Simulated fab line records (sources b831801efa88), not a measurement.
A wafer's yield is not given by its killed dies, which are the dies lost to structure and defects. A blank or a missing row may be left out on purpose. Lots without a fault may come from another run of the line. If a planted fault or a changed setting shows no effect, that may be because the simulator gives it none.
Code-filled problem report in 8D (eight disciplines) form || flow gf180mcu || the parts of the form that need people (team, actions taken, sign-off) are left out

== 1. WHAT IS WRONG ==
Wafers without a fault read 400.0 nm, standard deviation 2.4; cd nm at GF_HV_LDD_CD_MEAS_07 reads a mean of 427.2 nm on 6 wafers belonging to 2 lots. Measured from the usual mean, that is +11 standard deviations.
The step: target cd 400 nm.
The first sign was on wafer L559.3 at day 11 09:23, on cd sem-02. The record has a number at this step for 39 wafers belonging to 13 lots. By rule, "out" or "out of limits" means more than 4 standard deviations away from the usual mean. The rest of the wafers with a number are treated as sound.

== 2. WHAT IT IS, WHAT IT ISN'T ==
{"question": "which readings at this step", "is": "cd nm", "is not": "-"}
{"question": "which lots", "is": "L559, L561", "is not": "L556, L558, L560, L569, L570, L572, L573, L574, L576, L577, L578"}
{"question": "which wafers of those lots", "is": "all that have a number", "is not": "-"}
{"question": "read on which gauges", "is": "cd sem-02", "is not": "cd sem-01"}
{"question": "when", "is": "from day 11 09:23", "is not": "up to then (6 sound wafers); but 27 sound wafers of L560, L569, L570, L572, L573, L574, L576, L577, L578 came after"}

== 3. SUSPECTS, AND WHAT RULES EACH OUT ==
Counting: a tool at a process step up to the reading stays a suspect if it ran every lot that is out and no sound lot after the first of them.
- the gauge at GF_HV_LDD_CD_MEAS_07: kept. All the wafers that are out were read on cd sem-02, and no step on other tools shows them out.
- litho track-02 at GF_HV_LDD_DEVELOP_06 (develop time 60 s): ruled out as a lasting fault. Following L559 (day 11 09:11), the first lot on it that is out, the sound lots L569, L570, L573, L574, L577 were run on it.
Left after counting: cd sem-02 at GF_HV_LDD_CD_MEAS_07.

== 4. THE CAUSE (what the simulator had put in) ==
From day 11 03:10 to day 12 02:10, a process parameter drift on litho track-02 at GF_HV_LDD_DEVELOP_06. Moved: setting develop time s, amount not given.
Counting ruled it out, wrongly: the rule takes a fault to strike every lot that its tool runs from its start on, and this one did not.

== 5. THE EFFECT CHAIN, in route order ==
One row per reading whose mean, taken over the struck wafers that have a number, lies over 3 standard deviations from the usual. Scope: only readings with a usual standard deviation given in the record; hours: median across lots of the time from each lot's start at the first step in this table that gives one to its start at this step; sigmas: change in usual standard deviations.
{"hours": 0, "step": "GF_HV_LDD_CD_MEAS_07", "reading": "cd nm", "usual": "400.0 nm", "on struck wafers": 427.2, "change": "+27.2", "sigmas": "+11"}

== 6. HOW IT WOULD HAVE BEEN CAUGHT EARLIER ==
In this record the first reading out of limits at a measuring or inspecting step was taken at day 11 09:23, 6 hours after the fault began at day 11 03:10.
Of the tool readings at GF_HV_LDD_DEVELOP_06 for which the record gives a usual standard deviation, none was out on any struck wafer, so an alarm limit of 4 standard deviations on them would not have fired.
